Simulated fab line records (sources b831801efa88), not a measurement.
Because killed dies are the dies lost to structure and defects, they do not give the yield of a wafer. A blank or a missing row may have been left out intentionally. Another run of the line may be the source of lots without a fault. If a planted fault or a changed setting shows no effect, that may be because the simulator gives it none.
One fault through the eyes of 2 desks | flow gf180mcu | each desk holds nothing but its own numbers, with what lay behind them at the end

## FOR THE TOOL OWNER'S DESK: implanter-01
GF_NWELL_IMPLANT_08, tool's own readings: per-lot mean of the sampled wafers with a number, covering each lot this tool ran. Marked OUT: a lot whose mean sits more than 4 standard deviations from the usual mean, which makes it out of limits; the brackets give that distance.
Columns: A = faraday_current_uA at GF_NWELL_IMPLANT_08, usual 84.6
lot  | first seen here | A
L770 | day 4 09:27     | 85.4
L771 | day 4 16:07     | 84.6
L773 | day 5 01:06     | 84.6
L774 | day 5 07:42     | 86.3
L775 | day 5 15:00     | 85.3
L777 | day 6 02:07     | 85.2
L778 | day 6 07:00     | 83.6
L782 | day 7 05:05     | 82.8
L785 | day 7 20:44     | 84.7
Result from this desk: across the 9 lots, nothing is out of limits.

## METROLOGY DESK
What the gauges read for every lot (on any tool): the sampled wafers with a number, averaged. Marked OUT: a lot whose mean sits more than 4 standard deviations from the usual mean, which makes it out of limits; the brackets give that distance.
Columns: A = NWELL_TW at GF_NWELL_TW_MEAS_11, usual 1572; B = LVPWELL_OVL at GF_LVPWELL_OVL_MEAS_07, usual -0.1 nm; C = NWELL_RS at GF_VT_IMPLANT_RS_MEAS_47, usual 488.2 ohm/sq; D = cd_nm at GF_M2_CD_MEAS_14, usual 279.7 nm
lot  | first seen here | A    | B    | C                | D
L766 | day 3 12:08     | 1582 | -0.2 | 489.5            | 282.6
L767 | day 3 17:21     | 1586 | -1.4 | 489.4            | 278.8
L768 | day 3 22:18     | 1581 | -1.4 | 489.2            | 280.0
L769 | day 4 07:01     | 1578 | 2.7  | 490.1            | 279.3
L770 | day 4 09:51     | 1580 | 1.2  | 488.1            | 279.3
L771 | day 4 16:30     | 1579 | 1.4  | 487.6            | 279.4
L772 | day 4 22:11     | 1584 | -1.4 | 487.0            | 277.8
L773 | day 5 01:30     | 1588 | -2.1 | 488.6            | 281.6
L774 | day 5 08:04     | 1544 | 0.6  | 488.9            | 277.9
L775 | day 5 15:24     | 1584 | 0.3  | 486.3            | 279.2
L777 | day 6 02:29     | 1588 | -0.2 | 486.9            | 279.8
L778 | day 6 07:24     | 1556 | 1.1  | 488.5            | 280.1
L782 | day 7 05:26     | 1543 | -2.4 | 497.6 (+7.3) OUT | 280.6
L785 | day 7 21:07     | 1541 | -0.1 | 496.4 (+6.3) OUT | 282.0
This desk's finding: out of limits on L782, L785; first on L782, day 12 08:23 (NWELL_RS at GF_VT_IMPLANT_RS_MEAS_47). In limits: L766, L767, L768, L769, L770, L771, L772, L773, L774, L775, L777, L778.

## BROUGHT TOGETHER
At day 12 08:23 the metrology desk could have sounded an alarm, on L782, L785.
Nothing out of limits was seen by the tool owner's desk.
Tool owner's desk: L782, L785 on record, inside its limits.
On implanter-01, each named lot ran GF_NWELL_IMPLANT_08.

## WHAT THE SIMULATOR PUT IN
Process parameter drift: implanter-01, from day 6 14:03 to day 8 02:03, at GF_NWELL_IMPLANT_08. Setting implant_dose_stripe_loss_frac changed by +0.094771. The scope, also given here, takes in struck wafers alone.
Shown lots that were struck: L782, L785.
Hours from the fault's start to each desk's first reading out of limits: the metrology desk, 138.
